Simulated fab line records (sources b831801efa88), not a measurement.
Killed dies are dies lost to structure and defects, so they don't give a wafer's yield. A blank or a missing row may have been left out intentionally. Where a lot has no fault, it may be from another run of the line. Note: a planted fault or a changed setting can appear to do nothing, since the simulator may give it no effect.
2 desks looking at one fault	flow sky130	every desk sees just its own numbers, and what lay behind them comes last

AT THE METROLOGY DESK
What the gauges read, lot by lot, whatever tool the lot ran on: means of the sampled wafers that have a number. Marked OUT: a lot whose mean sits more than 4 standard deviations from the usual mean, which makes it out of limits; the brackets give that distance.
Columns: A = LDD_N_OVL at SKY_LDD_N_OVL_MEAS_07, usual 0.2 nm
lot	first seen here	A
L294	day 18 05:35	-1.0
L305	day 22 13:42	1.0
L306	day 22 21:53	1.4
L309	day 23 18:30	-0.4
L314	day 25 09:04	-0.6
L315	day 25 18:00	0.0
This desk's verdict: no lot among the 6 shows anything out of limits.

AT THE TOOL OWNER'S DESK: implanter-01
The tool's own readings at SKY_LDD_N_IMPLANT_12, given as means over the sampled wafers that have a number, one for each lot that went through this tool. Marked OUT: a lot whose mean sits more than 4 standard deviations from the usual mean, which makes it out of limits; the brackets give that distance.
Columns: A = beam_energy_keV at SKY_LDD_N_IMPLANT_12, usual 50.000; B = beam_on_s at SKY_LDD_N_IMPLANT_12, usual 10.00 s
lot	first seen here	A	B
L305	day 22 14:22	35.268 (-99 or more) OUT	9.98
L306	day 22 22:32	35.252 (-99 or more) OUT	9.89
L315	day 25 18:38	50.005	10.13
This desk's verdict: out of limits on L305, L306, starting with L305 at day 22 14:22 (beam_energy_keV at SKY_LDD_N_IMPLANT_12). L315: within limits.

PUT TOGETHER
The tool owner's desk had the chance to raise an alarm at day 22 14:22 on L305, L306.
Metrology desk: nothing out of limits seen.
The metrology desk has L305, L306 on record, within its limits.
Every lot named ran SKY_LDD_N_IMPLANT_12 on implanter-01.

WHAT HAD BEEN PUT IN BY THE SIMULATOR
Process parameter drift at SKY_LDD_N_IMPLANT_12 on implanter-01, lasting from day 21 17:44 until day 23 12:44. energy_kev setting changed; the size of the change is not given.
Struck lots among those shown: L305, L306.
How many hours passed from the start of the fault until each desk's first out-of-limits reading: the tool owner's desk, 21.
